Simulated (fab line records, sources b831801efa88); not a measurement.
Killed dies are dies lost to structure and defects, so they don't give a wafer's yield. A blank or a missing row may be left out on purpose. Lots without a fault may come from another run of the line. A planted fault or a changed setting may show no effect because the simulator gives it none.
Which tool did it? | flow gf180mcu | 12 lots, 36 wafers sampled, at 2 steps of a route of 602

WHAT THE GAUGES READ, wafer by wafer
GF_V5_BOW_MEAS_05. Usual: V5_BOW 135 um, standard deviation 10.
lot  | measured     | on            | V5_BOW (um) | flag
L162 | day 26 02:55 | film_metro-01 | 138 122 136 |
L163 | day 26 08:52 | film_metro-01 | 160 139 135 |
L164 | day 26 20:32 | film_metro-03 | 136 135 142 |
L165 | day 27 04:25 | film_metro-02 | 158 137 141 |
L166 | day 27 14:47 | film_metro-02 | 127 120 128 |
L167 | day 27 15:09 | film_metro-01 | 136 136 138 |
L169 | day 28 04:02 | film_metro-03 | 126 134 125 |
L171 | day 28 21:52 | film_metro-03 | 130 121 121 |
L172 | day 29 02:37 | film_metro-01 | 147 134 136 |
L175 | day 30 03:31 | film_metro-03 | 138 143 130 |
L176 | day 30 11:58 | film_metro-03 | 117 128 118 |
L180 | day 32 03:58 | film_metro-02 | 125 114 142 |

WHICH TOOL RAN EACH LOT (tool, then ch and the chambers of the sampled wafers, then the start)
lot  | GF_M4_METAL_ETCH_16
L162 | rie_metal-01 ch 0,1, day 23 02:58
L163 | rie_metal-04 ch 0,1, day 23 09:14
L164 | rie_metal-02 ch 0, day 23 22:10
L165 | rie_metal-04 ch 0,1, day 24 07:07
L166 | rie_metal-02 ch 0,1, day 24 17:43
L167 | rie_metal-01 ch 1, day 24 18:27
L169 | rie_metal-02 ch 0,1, day 25 09:37
L171 | rie_metal-04 ch 0,1, day 26 04:43
L172 | rie_metal-04 ch 0,1, day 26 10:02
L175 | rie_metal-01 ch 0,1, day 27 11:43
L176 | rie_metal-02 ch 0,1, day 27 22:16
L180 | rie_metal-01 ch 0,1, day 29 18:40
- GF_M4_METAL_ETCH_16: etches the open film in Cl2/BCl3, stops on SiO2, target depth 750.8 nm, time 125.1 s.

WHAT THE TOOLS THEMSELVES READ (means of the sampled wafers that have a number; where no wafer has one, the mark that the record gives instead)
GF_M4_METAL_ETCH_16. Usual: drypump_motor_current_A 5.7 A, standard deviation 0.5; he_backside_leak_sccm 3.28 sccm, standard deviation 0.17; oes_product_au 0.990 a.u., standard deviation 0.0053; throttle_valve_pct 28.229 %, standard deviation 0.01.
lot  | tool         | drypump_motor_current_A (A) | he_backside_leak_sccm (sccm) | oes_product_au (a.u.) | throttle_valve_pct (%) | flag
L162 | rie_metal-01 | 5.8                         | 3.19                         | 0.992                 | 28.222                 |
L163 | rie_metal-04 | 5.4                         | 3.28                         | 0.987                 | 28.229                 |
L164 | rie_metal-02 | 5.7                         | 3.31                         | 0.991                 | 28.227                 |
L165 | rie_metal-04 | 5.3                         | 3.11                         | 0.989                 | 28.237                 |
L166 | rie_metal-02 | 6.3                         | 3.20                         | 0.985                 | 28.229                 |
L167 | rie_metal-01 | 5.4                         | 3.57                         | 0.991                 | 28.232                 |
L169 | rie_metal-02 | 6.0                         | 3.27                         | 0.990                 | 28.233                 |
L171 | rie_metal-04 | 5.4                         | 3.21                         | 0.991                 | 28.234                 |
L172 | rie_metal-04 | 5.3                         | 3.12                         | 0.990                 | 28.219                 |
L175 | rie_metal-01 | 5.6                         | 3.54                         | 0.997                 | 28.217                 |
L176 | rie_metal-02 | 6.3                         | 3.34                         | 0.993                 | 28.226                 |
L180 | rie_metal-01 | 5.6                         | 3.34                         | 0.988                 | 28.232                 |

THE ANSWER, worked out from the rows above alone
Rule: a lot is off if the mean of its wafers that have a number lies more than 3 standard deviations from the usual mean. A lot without any number at a reading at which 4 lots or more have one is off too. The other lots that the step has rows for count as sound. The gauges are gone through in route order, then the tools' own readings, and for those a lot's mean is taken as printed above. The first step at which some lot is off is used, and at that step the reading that is off furthest; a lot without a number counts as furthest.
No lot is off at any reading shown: from this, nothing can be told.

WHAT THE SIMULATOR HAD PUT IN
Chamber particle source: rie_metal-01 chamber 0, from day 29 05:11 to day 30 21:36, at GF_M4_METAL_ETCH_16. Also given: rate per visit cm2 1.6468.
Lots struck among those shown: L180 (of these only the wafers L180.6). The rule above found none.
